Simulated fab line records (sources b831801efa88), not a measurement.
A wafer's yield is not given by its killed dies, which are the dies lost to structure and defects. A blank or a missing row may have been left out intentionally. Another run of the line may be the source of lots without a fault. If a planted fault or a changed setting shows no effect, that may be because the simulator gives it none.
Chamber matching ; flow sky130 ; 4 sister chambers for SKY_VIA3_CMP_02 on cmp-02
The step polishes SiO2. 8 wafers are shown with their chamber, then 10 later ones without.

== WAFERS WITH THEIR CHAMBER ==
wafer;chamber;motor current A (A);edge zone pressure frac
L086.6;3;10.7;1.004
L087.4;1;10.4;0.988
L088.2;1;9.9;0.997
L089.2;3;11.0;1.007
L089.3;0;11.2;1.005
L089.4;2;11.7;0.987
L090.1;2;11.0;0.999
L090.2;0;11.6;1.000

== WAFERS WITHOUT THEIR CHAMBER ==
wafer;motor current A (A);edge zone pressure frac
L090.5;11.6;1.000
L091.1;11.0;1.003
L091.4;10.5;1.004
L091.5;11.2;1.004
L093.1;10.8;1.003
L093.2;10.1;1.003
L093.6;11.6;0.997
L094.4;11.2;1.010
L094.5;10.9;1.005
L094.6;11.1;1.003

== CHAMBER TAKEN BY EACH ==
wafer;from the rows above;in truth
L090.5;can't be placed: 0 or 2 or 3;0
L091.1;can't be placed: 3 or 0 or 2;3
L091.4;can't be placed: 3 or 1 or 0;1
L091.5;can't be placed: 0 or 3 or 2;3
L093.1;can't be placed: 3 or 0 or 2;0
L093.2;can't be placed: 1 or 3 or 0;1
L093.6;can't be placed: 2 or 0 or 3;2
L094.4;can't be placed: 3 or 0 or 2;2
L094.5;can't be placed: 3 or 0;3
L094.6;can't be placed: 3 or 0 or 2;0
Placed correctly: 0 of 10. These rows do not allow placing 10 (true chamber among the candidates in 10). Placed wrongly: 0.
How it was worked out, from the rows above alone: a wafer's distance from a chamber is the root of the sum, over the readings, of the square of ((its reading less the chamber's mean) divided by the reading's scatter). If the next closest chamber is less than 2 further off than the closest, the wafer can't be placed; otherwise it belongs to the closest. For every chamber, the mean is computed from those of its wafers that are shown. The scatter: take each reading less its chamber's mean, square it, sum over the shown wafers, divide by the number of wafers less the number of chambers, and take the root.
